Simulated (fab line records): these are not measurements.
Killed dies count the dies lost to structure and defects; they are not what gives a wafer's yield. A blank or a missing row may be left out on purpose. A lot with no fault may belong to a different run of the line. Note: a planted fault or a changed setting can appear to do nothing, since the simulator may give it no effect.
What tool caused it? / flow gf180mcu / 6 lots, 18 wafers sampled, at 2 steps of a route of 602

WHAT THE GAUGES READ, wafer by wafer
GF_VT_IMPLANT_RS_MEAS_46: measurement is done with a four-point probe.
lot=L131; measured=day 8 02:12; on=film-metro-04; MVSD_RS (ohm/sq)=458.1 458.6 458.0
lot=L133; measured=day 8 20:36; on=film-metro-03; MVSD_RS (ohm/sq)=456.7 457.3 456.5
lot=L135; measured=day 9 11:19; on=film-metro-01; MVSD_RS (ohm/sq)=459.0 460.1 460.8
lot=L138; measured=day 10 00:27; on=film-metro-03; MVSD_RS (ohm/sq)=456.5 455.6 456.1
lot=L149; measured=day 13 02:32; on=film-metro-04; MVSD_RS (ohm/sq)=429.1 427.9 427.6
lot=L151; measured=day 13 15:40; on=film-metro-01; MVSD_RS (ohm/sq)=459.0 458.3 457.6

TOOL THAT RAN EACH LOT (tool first, then ch and the chambers of the sampled wafers, then the start)
lot=L131; GF_MVSD_IMPLANT_09=implanter-03 ch 0, day 4 21:11
lot=L133; GF_MVSD_IMPLANT_09=implanter-01 ch 0, day 5 13:30
lot=L135; GF_MVSD_IMPLANT_09=implanter-03 ch 0, day 6 01:52
lot=L138; GF_MVSD_IMPLANT_09=implanter-03 ch 0, day 6 14:11
lot=L149; GF_MVSD_IMPLANT_09=implanter-01 ch 0, day 9 05:29
lot=L151; GF_MVSD_IMPLANT_09=implanter-04 ch 0, day 9 16:52
- GF_MVSD_IMPLANT_09

THE ANSWER, worked out from the rows above alone
Rule: the lots themselves supply what counts as usual. The widest of any qualifying gaps counts: lots, ordered by their means at a reading, are off when they make up no more than a third of the lots, leave a main group of 4 or more, and stand apart from it by 3 or more times the standard deviation of that group's means. If all means in a main group match to the digits the tables above print for the reading, that group is not used. A lot without any number at a reading at which 4 lots or more have one is off too. The other lots that the step has rows for count as sound.
Off: at GF_VT_IMPLANT_RS_MEAS_46 (MVSD_RS), L149. For the main group the mean is 457.9 ohm/sq and the standard deviation 1.3.
A tool fits if, at a process step before that reading, it ran every lot that is off, and no sound lot after the first of them. Those tools and the gauges at GF_VT_IMPLANT_RS_MEAS_46 are tried in the same way. Can't be told from this: 2 tools fit, implanter-01 at GF_MVSD_IMPLANT_09, film-metro-04 at GF_VT_IMPLANT_RS_MEAS_46.

WHAT WAS PUT IN BY THE SIMULATOR
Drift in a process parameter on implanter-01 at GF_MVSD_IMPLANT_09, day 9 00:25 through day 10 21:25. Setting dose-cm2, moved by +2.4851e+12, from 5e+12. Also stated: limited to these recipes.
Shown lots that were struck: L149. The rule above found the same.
